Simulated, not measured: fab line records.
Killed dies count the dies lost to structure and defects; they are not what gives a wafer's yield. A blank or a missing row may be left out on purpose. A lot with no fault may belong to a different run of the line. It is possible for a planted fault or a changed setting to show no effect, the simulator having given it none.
One fault seen from 2 desks ; flow gf180mcu ; each desk has only its own numbers; what lay behind them comes last

METROLOGY DESK
Means of the sampled wafers that have a number, per lot and without regard to the tool the lot ran on: this is what the gauges read. Any lot whose mean is over 4 standard deviations away from the usual mean is out of limits and marked OUT; that distance is given in the brackets.
Columns: A = MIM_CVD_05_THK at GF_MIM_THK_MEAS_06, usual 42.0 nm
lot;first seen here;A
L203;day 24 16:57;41.4
L204;day 25 02:29;41.6
L205;day 25 11:58;42.5
L206;day 25 15:37;41.5
L207;day 26 03:34;42.0
L212;day 28 00:40;41.8
L217;day 29 11:35;42.2
L219;day 30 00:43;41.5
L220;day 30 04:58;42.3
L223;day 31 00:56;41.9
L224;day 31 04:26;42.2
L225;day 31 07:40;42.4
This desk found nothing out of limits on any of the 12 lots.

AT THE TOOL OWNER'S DESK: rie_diel-02
The tool's own readings at GF_V4_ETCH_16 (etches BARC in N2/H2): means of the sampled wafers that have a number, for each lot that ran on this tool. Any lot whose mean is over 4 standard deviations away from the usual mean is out of limits and marked OUT; that distance is given in the brackets.
Columns: A = bias_w at GF_V4_ETCH_16, usual 99.96 W; B = drypump_motor_current_A at GF_V4_ETCH_16, usual 5.7 A; C = oes_product_au at GF_V4_ETCH_16, usual 0.856 a.u.; D = throttle_valve_pct at GF_V4_ETCH_16, usual 13.225 %
lot;first seen here;A;B;C;D
L203;day 24 15:20;99.99;5.4;0.856;13.225
L206;day 25 13:59;99.82;5.9;0.853;13.219
L212;day 27 22:59;97.00 (-9.9) OUT;5.9;0.851;13.222
L217;day 29 09:57;93.88 (-20) OUT;6.2;0.858;13.216
This desk finds L212, L217 out of limits, L212 being first, at day 27 22:59 (bias_w at GF_V4_ETCH_16). Within limits: L203, L206.

PUT TOGETHER
At day 27 22:59, on L212, L217, the tool owner's desk was in a position to raise an alarm.
Metrology desk: nothing out of limits seen.
The metrology desk has L212, L217 on record, within its limits.
The lots listed all ran GF_V4_ETCH_16 on rie_diel-02.

WHAT THE SIMULATOR PUT IN
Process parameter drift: rie_diel-02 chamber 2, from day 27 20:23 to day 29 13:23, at GF_V4_ETCH_16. A move of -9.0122 in setting bias_w, from 100. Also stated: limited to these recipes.
Lots struck among those shown: L212, L217.
How many hours passed from the start of the fault until each desk's first out-of-limits reading: the tool owner's desk, 3.
